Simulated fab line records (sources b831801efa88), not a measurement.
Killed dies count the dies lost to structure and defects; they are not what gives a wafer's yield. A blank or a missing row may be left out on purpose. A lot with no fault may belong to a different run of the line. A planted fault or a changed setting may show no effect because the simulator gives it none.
Code-filled problem report in 8D (eight disciplines) form || flow gf180mcu || the parts of the form that need people (team, actions taken, sign-off) are left out

== 1. THE PROBLEM ==
GF_STI_CD_MEAS_12, cd-nm: mean 214.3 nm over 1 wafer from 1 lot; wafers with no fault: 219.9 nm, standard deviation 1.1. That puts it -5.1 standard deviations away from the usual mean.
The step: target cd 220 nm.
First observed at day 3 09:22: wafer L517.3, on cd-sem-02. At this step, 29 wafers from 10 lots have a number in the record. Rule for "out", or "out of limits": more than 4 standard deviations from the usual mean. The other wafers with a number count as sound.

== 2. WHAT IT IS, WHAT IT ISN'T ==
{"question": "which readings at this step", "is": "cd-nm", "is not": "-"}
{"question": "which lots", "is": "L517", "is not": "L511, L512, L513, L514, L530, L531, L532, L533, L534"}
{"question": "which wafers of those lots", "is": "L517.3", "is not": "L517.6"}
{"question": "read on which gauges", "is": "cd-sem-02", "is not": "cd-sem-01"}
{"question": "when", "is": "from day 3 09:22", "is not": "up to then (13 sound wafers); but 15 sound wafers of L530, L531, L532, L533, L534 came after"}

== 3. THE SUSPECTS, EACH WITH WHAT RULES IT OUT ==
Counting: any tool at a process step up to the reading remains a suspect provided it ran every lot that is out. Sound lots after the first of them don't rule it out here, since some wafers of a struck lot are sound.
- the gauge at GF_STI_CD_MEAS_12: kept. All the wafers that are out were read on cd-sem-02, and no step on other tools shows them out.
- litho-track-03 at GF_STI_PEB_10 (peb time 90 s): kept. L517, the lot that is out, went through it at day 3 09:02; up to then, the latest sound lot through it was L513 at day 2 10:43.
After counting, litho-track-03 at GF_STI_PEB_10 and cd-sem-02 at GF_STI_CD_MEAS_12 remain.

== 4. THE CAUSE (what the simulator had put in) ==
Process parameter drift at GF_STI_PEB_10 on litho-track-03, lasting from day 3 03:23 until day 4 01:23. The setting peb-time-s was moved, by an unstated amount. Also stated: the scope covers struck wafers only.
This tool is one of the 2 suspects left after counting.

== 5. THE CHAIN OF EFFECTS, in route order ==
Each row: a reading where the mean over the struck wafers with a number is more than 3 standard deviations away from the usual. Scope: only readings with a usual standard deviation given in the record; hours: median across lots of the time from each lot's start at the first step in this table that gives one to its start at this step; sigmas: change in usual standard deviations.
{"hours": 0, "step": "GF_STI_CD_MEAS_12", "reading": "cd-nm", "usual": "219.9 nm", "on struck wafers": 214.3, "change": -5.6, "sigmas": -5.1}
Later steps that measure or inspect, where all struck wafers having a row at the step show a number for every such reading and not one has moved that far: GF_DUAL_GATE_THK_MEAS_03, GF_POLY_GATE_THK_MEAS_01.

== 6. WHAT WOULD HAVE CAUGHT IT SOONER ==
6 hours passed between the start of the fault at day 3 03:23 and the first reading out of limits at a measuring or inspecting step in this record, taken at day 3 09:22.
The start of GF_STI_PEB_10 on litho-track-03 came by day 3 09:22 for every one of the lots that are out (1). Holding the tool at that point would not have protected any of them.
